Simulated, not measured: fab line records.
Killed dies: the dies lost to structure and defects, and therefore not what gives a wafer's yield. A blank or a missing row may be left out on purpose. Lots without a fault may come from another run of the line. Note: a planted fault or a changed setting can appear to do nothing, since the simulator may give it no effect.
Which tool is to blame? | flow gf180mcu | 14 lots with 42 wafers sampled at 5 steps, on a route of 602 steps

WHAT THE GAUGES SHOWED, per wafer
GF_HV_LDD_CD_MEAS_07 targets a cd of 400 nm.
lot  | measured     | on        | cd-nm (nm)
L520 | day 10 00:14 | cd-sem-02 | 403.3 401.6 401.0
L521 | day 10 11:10 | cd-sem-01 | 395.5 397.3 396.7
L522 | day 10 18:16 | cd-sem-02 | 399.7 399.5 400.8
L523 | day 10 21:54 | cd-sem-01 | 398.7 399.9 397.9
L524 | day 11 07:25 | cd-sem-02 | 397.8 397.9 399.4
L526 | day 12 06:52 | cd-sem-01 | 400.0 400.1 399.8
L528 | day 12 13:19 | cd-sem-01 | 398.1 402.2 400.1
L530 | day 13 09:25 | cd-sem-01 | 400.0 398.4 403.9
L533 | day 14 00:13 | cd-sem-01 | 405.7 406.2 407.5
L536 | day 15 00:30 | cd-sem-01 | 409.3 411.4 410.5
L538 | day 15 18:35 | cd-sem-01 | 404.8 403.8 402.6
L539 | day 15 21:01 | cd-sem-02 | 399.7 401.7 399.6
L542 | day 16 18:11 | cd-sem-01 | 401.3 399.3 400.0
L543 | day 16 23:14 | cd-sem-02 | 399.9 399.5 402.2

GF_V2_THK_MEAS_03.
lot  | measured     | on            | V2_CVD_02_THK (nm)
L520 | day 19 04:16 | film-metro-04 | 841 850 854
L521 | day 19 22:29 | film-metro-04 | 841 864 857
L522 | day 20 07:24 | film-metro-01 | 847 845 865
L523 | day 20 14:16 | film-metro-02 | 834 850 850
L524 | day 20 19:48 | film-metro-02 | 839 860 849
L526 | day 22 01:02 | film-metro-02 | 833 844 853
L528 | day 22 07:43 | film-metro-02 | 841 851 857
L530 | day 23 08:28 | film-metro-02 | 837 833 840
L533 | day 24 04:23 | film-metro-02 | 843 857 858
L536 | day 25 04:55 | film-metro-02 | 846 837 848
L538 | day 25 21:50 | film-metro-04 | 847 850 853
L539 | day 25 21:59 | film-metro-04 | 842 841 843
L542 | day 26 22:57 | film-metro-04 | 835 838 854
L543 | day 26 23:52 | film-metro-04 | 833 852 851

WHICH TOOL RAN EACH LOT (tool, then ch and the chambers of the sampled wafers, then the start)
lot  | GF_HV_LDD_DEVELOP_06              | GF_V1_CMP_26                  | GF_V2_CVD_02
L520 | litho-track-02 ch 0, day 10 00:05 | cmp-01 ch 0,1,3, day 18 03:26 | pecvd-03 ch 1,2, day 19 04:12
L521 | litho-track-04 ch 0, day 10 11:01 | cmp-01 ch 0,2,3, day 18 19:38 | pecvd-04 ch 0,2, day 19 22:25
L522 | litho-track-02 ch 0, day 10 18:07 | cmp-01 ch 0,3, day 19 05:43   | pecvd-04 ch 0,2, day 20 07:19
L523 | litho-track-04 ch 0, day 10 21:46 | cmp-02 ch 0,3, day 19 12:12   | pecvd-03 ch 1,2, day 20 14:10
L524 | litho-track-04 ch 0, day 11 07:16 | cmp-02 ch 1,2,3, day 19 18:39 | pecvd-03 ch 0,1, day 20 19:44
L526 | litho-track-03 ch 0, day 12 06:43 | cmp-02 ch 2,3, day 20 23:38   | pecvd-01 ch 0,1,2, day 22 00:58
L528 | litho-track-03 ch 0, day 12 13:04 | cmp-02 ch 0,2, day 21 06:46   | pecvd-01 ch 0,1,2, day 22 07:39
L530 | litho-track-02 ch 0, day 13 09:16 | cmp-01 ch 0,1,3, day 22 07:56 | pecvd-01 ch 0,2, day 23 08:23
L533 | litho-track-04 ch 0, day 14 00:04 | cmp-01 ch 1,2, day 23 04:01   | pecvd-03 ch 1,2, day 24 04:19
L536 | litho-track-04 ch 0, day 15 00:21 | cmp-01 ch 0,3, day 24 05:38   | pecvd-01 ch 0,2, day 25 04:50
L538 | litho-track-02 ch 0, day 15 18:26 | cmp-02 ch 1,2,3, day 24 23:05 | pecvd-04 ch 0,1,2, day 25 21:46
L539 | litho-track-03 ch 0, day 15 20:52 | cmp-01 ch 2,3, day 25 00:03   | pecvd-01 ch 0,1, day 25 21:55
L542 | litho-track-02 ch 0, day 16 18:02 | cmp-02 ch 0,1,2, day 26 01:29 | pecvd-04 ch 0,1, day 26 22:53
L543 | litho-track-03 ch 0, day 16 23:05 | cmp-01 ch 0,1,2, day 26 02:10 | pecvd-03 ch 1,2, day 26 23:47
- GF_HV_LDD_DEVELOP_06: develop time 60 s.
- GF_V1_CMP_26: polishes, stops on SiO2, t overpolish 15 s, target thk 0 nm.
- GF_V2_CVD_02: deposits SiO2 from TEOS, target thk 850 nm, time 94.851 s.

AS READ BY THE TOOLS THEMSELVES (means over the sampled wafers that have a number; for cases with no such wafer, the mark the record gives instead)
GF_HV_LDD_DEVELOP_06.
lot  | tool           | developer-temp-C (C)
L520 | litho-track-02 | 22.98
L521 | litho-track-04 | 22.91
L522 | litho-track-02 | 23.08
L523 | litho-track-04 | 23.10
L524 | litho-track-04 | 22.96
L526 | litho-track-03 | 22.93
L528 | litho-track-03 | 23.03
L530 | litho-track-02 | 23.08
L533 | litho-track-04 | 20.65
L536 | litho-track-04 | 20.70
L538 | litho-track-02 | 22.98
L539 | litho-track-03 | 22.97
L542 | litho-track-02 | 23.03
L543 | litho-track-03 | 22.87

GF_V1_CMP_26.
lot  | tool   | motor-current-A (A) | overpolish-run-s (s) | time-to-endpoint-s (s)
L520 | cmp-01 | 11.1                | 14.999               | 89.7
L521 | cmp-01 | 10.7                | 15.002               | 84.0
L522 | cmp-01 | 11.2                | 14.990               | 84.6
L523 | cmp-02 | 11.0                | 14.994               | 88.5
L524 | cmp-02 | 11.9                | 14.995               | 87.3
L526 | cmp-02 | 11.5                | 14.995               | 85.3
L528 | cmp-02 | 11.5                | 14.999               | 83.6
L530 | cmp-01 | 11.6                | 15.012               | 86.5
L533 | cmp-01 | 10.9                | 14.993               | 89.6
L536 | cmp-01 | 11.3                | 14.999               | 83.6
L538 | cmp-02 | 12.0                | 14.996               | 81.4
L539 | cmp-01 | 10.8                | 15.000               | 82.5
L542 | cmp-02 | 12.4                | 15.002               | 83.3
L543 | cmp-01 | 11.5                | 14.995               | 83.4

GF_V2_CVD_02.
lot  | tool     | heater-power-outer-w (W) | heater-power-w (W)
L520 | pecvd-03 | 409                      | 698
L521 | pecvd-04 | 324                      | 532
L522 | pecvd-04 | 292                      | 519
L523 | pecvd-03 | 349                      | 613
L524 | pecvd-03 | 332                      | 600
L526 | pecvd-01 | 384                      | 676
L528 | pecvd-01 | 318                      | 599
L530 | pecvd-01 | 368                      | 663
L533 | pecvd-03 | 423                      | 694
L536 | pecvd-01 | 356                      | 653
L538 | pecvd-04 | 320                      | 547
L539 | pecvd-01 | 351                      | 619
L542 | pecvd-04 | 361                      | 567
L543 | pecvd-03 | 350                      | 610

THE ANSWER, worked out from the rows above alone
Rule: usual is defined by the lots themselves. Put in order of their means at a reading, lots are off if they are a third of the lots or fewer, leave a main group of 4 or more, and stand apart from it by a gap of 3 or more times the standard deviation of the main group's means; of several such gaps the widest counts. The tables above print the reading to a certain number of digits; a main group whose means all agree to those digits is not used. A lot without any number at a reading at which 4 lots or more have one is off too. Where the step has rows for the other lots, those lots are counted as sound. The gauges are gone through in route order, then the tools' own readings, and for those a lot's mean is taken as printed above. At the first step where some lot is off, the reading lying furthest off is the one used; lots without a number count as furthest.
Off: L533, L536 (GF_HV_LDD_DEVELOP_06, developer-temp-C). Mean 22.99 C and standard deviation 0.069 in the main group.
If a tool, at that step or one of the process steps before it, ran each lot that is off and ran no sound lot following the first of them, it fits. One candidate fits, namely litho-track-04 at GF_HV_LDD_DEVELOP_06. A fault onset in the window from L524 (day 11 07:16, its last sound lot) to L533 (day 14 00:04, its first lot off) fits.
On the lots that are off, the tool's own readings at GF_HV_LDD_DEVELOP_06 differ by more than 5 times the standard deviation of the sound lots' means, which bears it out; developer-temp-C reads 20.67 C there versus 22.99 C on the sound lots.

WHAT HAD BEEN PUT IN BY THE SIMULATOR
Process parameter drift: litho-track-04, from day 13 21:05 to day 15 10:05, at GF_HV_LDD_DEVELOP_06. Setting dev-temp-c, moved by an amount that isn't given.
Shown lots that were struck: L533, L536. Same finding as the rule above.
